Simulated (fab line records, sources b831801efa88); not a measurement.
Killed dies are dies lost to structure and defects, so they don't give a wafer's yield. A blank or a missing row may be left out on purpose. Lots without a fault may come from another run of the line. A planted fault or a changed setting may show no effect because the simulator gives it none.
Which tool did it? | flow gf180mcu | 6 lots, 18 wafers sampled, at 4 steps of a route of 602

WHAT THE GAUGES READ, wafer by wafer
GF_PSD_RS_MEAS_14: measures by four-point-probe.
lot  | measured     | on            | NSD_RS (ohm/sq)
L885 | day 15 09:23 | film_metro-01 | 46.13 46.10 45.99
L888 | day 16 14:37 | film_metro-03 | - - -
L896 | day 19 01:55 | film_metro-01 | 46.02 46.09 46.15
L900 | day 20 10:02 | film_metro-03 | 46.17 46.12 46.12
L901 | day 21 00:21 | film_metro-01 | 46.15 46.13 46.19
L904 | day 21 19:52 | film_metro-03 | 45.97 46.11 46.00

WHICH TOOL RAN EACH LOT (tool, then ch and the chambers of the sampled wafers, then the start)
lot  | GF_HV_LDD_STRIP_37                   | GF_HV_LDD_ETCHBACK_58              | GF_NSD_IMPLANT_09
L885 | plasma_asher-04 ch 0,1, day 13 03:09 | rie_diel-03 ch 0,1,2, day 13 17:14 | implanter-04 ch 0, day 14 11:02
L888 | plasma_asher-01 ch 0,1, day 13 17:59 | rie_diel-01 ch 0,1,3, day 14 17:54 | implanter-04 ch 0, day 15 15:04
L896 | plasma_asher-04 ch 0,1, day 15 22:42 | rie_diel-01 ch 0,1,3, day 17 02:02 | implanter-03 ch 0, day 18 00:39
L900 | plasma_asher-04 ch 0,1, day 17 10:36 | rie_diel-01 ch 0,3, day 18 13:20   | implanter-04 ch 0, day 19 12:46
L901 | plasma_asher-01 ch 0,1, day 17 21:48 | rie_diel-02 ch 1,2, day 19 01:22   | implanter-03 ch 0, day 20 00:04
L904 | plasma_asher-01 ch 0,1, day 18 17:40 | rie_diel-02 ch 1,2,3, day 19 20:35 | implanter-04 ch 0, day 20 19:17
- GF_HV_LDD_STRIP_37: strips in O2/N2.
- GF_HV_LDD_ETCHBACK_58: etches Si3N4 in CH3F/O2, stops on SiO2, time 100 s, target depth 90 nm.
- GF_NSD_IMPLANT_09

THE ANSWER, worked out from the rows above alone
Rule: what is usual is taken from the lots themselves. Put in order of their means at a reading, lots are off if they are a third of the lots or fewer, leave a main group of 4 or more, and stand apart from it by a gap of 3 or more times the standard deviation of the main group's means; of several such gaps the widest counts. A main group whose means are all the same, to the digits that the tables above print for the reading, isn't used. A lot without any number at a reading at which 4 lots or more have one is off too. The other lots that the step has rows for count as sound.
Off: L888, at GF_PSD_RS_MEAS_14 (NSD_RS). Without a number there: L888. The main group: mean 46.10 ohm/sq, standard deviation 0.046.
A tool fits if, at a process step before that reading, it ran every lot that is off, and no sound lot after the first of them. The gauges at GF_PSD_RS_MEAS_14 are tried like those tools. None of those tried fits.

WHAT THE SIMULATOR HAD PUT IN
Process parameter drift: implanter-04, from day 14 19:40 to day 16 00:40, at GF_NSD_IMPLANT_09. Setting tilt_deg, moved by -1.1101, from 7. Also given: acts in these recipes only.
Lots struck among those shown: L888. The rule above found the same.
